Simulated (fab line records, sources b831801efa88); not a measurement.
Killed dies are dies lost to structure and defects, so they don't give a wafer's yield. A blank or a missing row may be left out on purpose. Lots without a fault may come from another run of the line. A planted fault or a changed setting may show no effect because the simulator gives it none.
Which tool did it? | flow gf180mcu | 14 lots, 40 wafers sampled, at 2 steps of a route of 602

WHAT THE GAUGES READ, wafer by wafer
GF_VT_IMPLANT_RS_MEAS_49: measures by four-point-probe. Usual: MVPSD_RS 1170 ohm/sq, standard deviation 3.3.
lot  | measured     | on            | MVPSD_RS (ohm/sq) | flag
L511 | day 8 04:11  | film_metro-02 | 1166 1164 1165    |
L512 | day 8 05:10  | film_metro-01 | 1167 1165 1166    |
L514 | day 8 11:06  | film_metro-02 | 1165 1165 1164    |
L515 | day 8 13:29  | film_metro-01 | 1165 1165 1164    |
L517 | day 8 22:54  | film_metro-03 | 1172 1171 1171    |
L518 | day 9 05:00  | film_metro-02 | 1165 1166 1169    |
L520 | day 9 17:01  | film_metro-03 | 1171 1173 1176    |
L522 | day 10 07:19 | film_metro-01 | 1171 1174 1168    |
L523 | day 10 13:08 | film_metro-01 | 1165 1167 1165    |
L524 | day 10 18:20 | film_metro-03 | 1176 1177         |
L526 | day 11 08:22 | film_metro-03 | 1169 1172 1169    |
L527 | day 11 16:35 | film_metro-03 | 1172 1170 1172    |
L528 | day 11 21:42 | film_metro-03 | 1173 1169         |
L533 | day 13 09:17 | film_metro-03 | 1170 1171 1172    |

WHICH TOOL RAN EACH LOT (tool, then ch and the chambers of the sampled wafers, then the start)
lot  | GF_VT_IMPLANT_STRIP_20
L511 | plasma_asher-03 ch 0, day 6 22:19
L512 | plasma_asher-02 ch 0, day 6 22:26
L514 | plasma_asher-02 ch 0,1, day 7 04:52
L515 | plasma_asher-02 ch 0,1, day 7 06:28
L517 | plasma_asher-03 ch 0,1, day 7 16:04
L518 | plasma_asher-04 ch 0,1, day 7 22:22
L520 | plasma_asher-04 ch 0,1, day 8 09:47
L522 | plasma_asher-03 ch 0,1, day 8 21:58
L523 | plasma_asher-03 ch 0, day 9 03:43
L524 | plasma_asher-04 ch 0,1, day 9 09:01
L526 | plasma_asher-03 ch 0,1, day 9 21:31
L527 | plasma_asher-03 ch 0,1, day 10 04:55
L528 | plasma_asher-03 ch 0,1, day 10 09:52
L533 | plasma_asher-02 ch 0,1, day 11 20:03
- GF_VT_IMPLANT_STRIP_20: strips in O2/N2.

WHAT THE TOOLS THEMSELVES READ (means of the sampled wafers that have a number; where no wafer has one, the mark that the record gives instead)
GF_VT_IMPLANT_STRIP_20. Usual: drypump_motor_current_A 6.06 A, standard deviation 0.075; heater_power_w 350 W, standard deviation 30; oes_product_au 0.715 a.u., standard deviation 0.0043; strip_time_to_endpoint_s 12.63 s, standard deviation 0.031.
lot  | tool            | drypump_motor_current_A (A) | heater_power_w (W) | oes_product_au (a.u.) | strip_time_to_endpoint_s (s) | flag
L511 | plasma_asher-03 | 6.10                        | 346                | 0.717                 | 12.63                        |
L512 | plasma_asher-02 | 6.20                        | 422                | 0.714                 | 12.63                        |
L514 | plasma_asher-02 | 6.13                        | 382                | 0.712                 | 12.57                        |
L515 | plasma_asher-02 | 6.06                        | 350                | 0.713                 | 12.63                        |
L517 | plasma_asher-03 | 6.10                        | 340                | 0.714                 | 12.67                        |
L518 | plasma_asher-04 | 5.97                        | 331                | 0.713                 | 12.66                        |
L520 | plasma_asher-04 | 5.95                        | 332                | 0.714                 | 12.61                        |
L522 | plasma_asher-03 | 6.07                        | 349                | 0.715                 | 12.62                        |
L523 | plasma_asher-03 | 6.09                        | 333                | 0.717                 | 12.68                        |
L524 | plasma_asher-04 | 6.00                        | 328                | 0.716                 | 12.63                        |
L526 | plasma_asher-03 | 6.06                        | 343                | 0.718                 | 12.66                        |
L527 | plasma_asher-03 | 6.07                        | 342                | 0.717                 | 12.67                        |
L528 | plasma_asher-03 | 6.06                        | 344                | 0.718                 | 12.61                        |
L533 | plasma_asher-02 | 6.10                        | 354                | 0.719                 | 12.61                        |

THE ANSWER, worked out from the rows above alone
Rule: a lot is off if the mean of its wafers that have a number lies more than 3 standard deviations from the usual mean. A lot without any number at a reading at which 4 lots or more have one is off too. The other lots that the step has rows for count as sound. The gauges are gone through in route order, then the tools' own readings, and for those a lot's mean is taken as printed above. The first step at which some lot is off is used, and at that step the reading that is off furthest; a lot without a number counts as furthest.
No lot is off at any reading shown: from this, nothing can be told.

WHAT THE SIMULATOR HAD PUT IN
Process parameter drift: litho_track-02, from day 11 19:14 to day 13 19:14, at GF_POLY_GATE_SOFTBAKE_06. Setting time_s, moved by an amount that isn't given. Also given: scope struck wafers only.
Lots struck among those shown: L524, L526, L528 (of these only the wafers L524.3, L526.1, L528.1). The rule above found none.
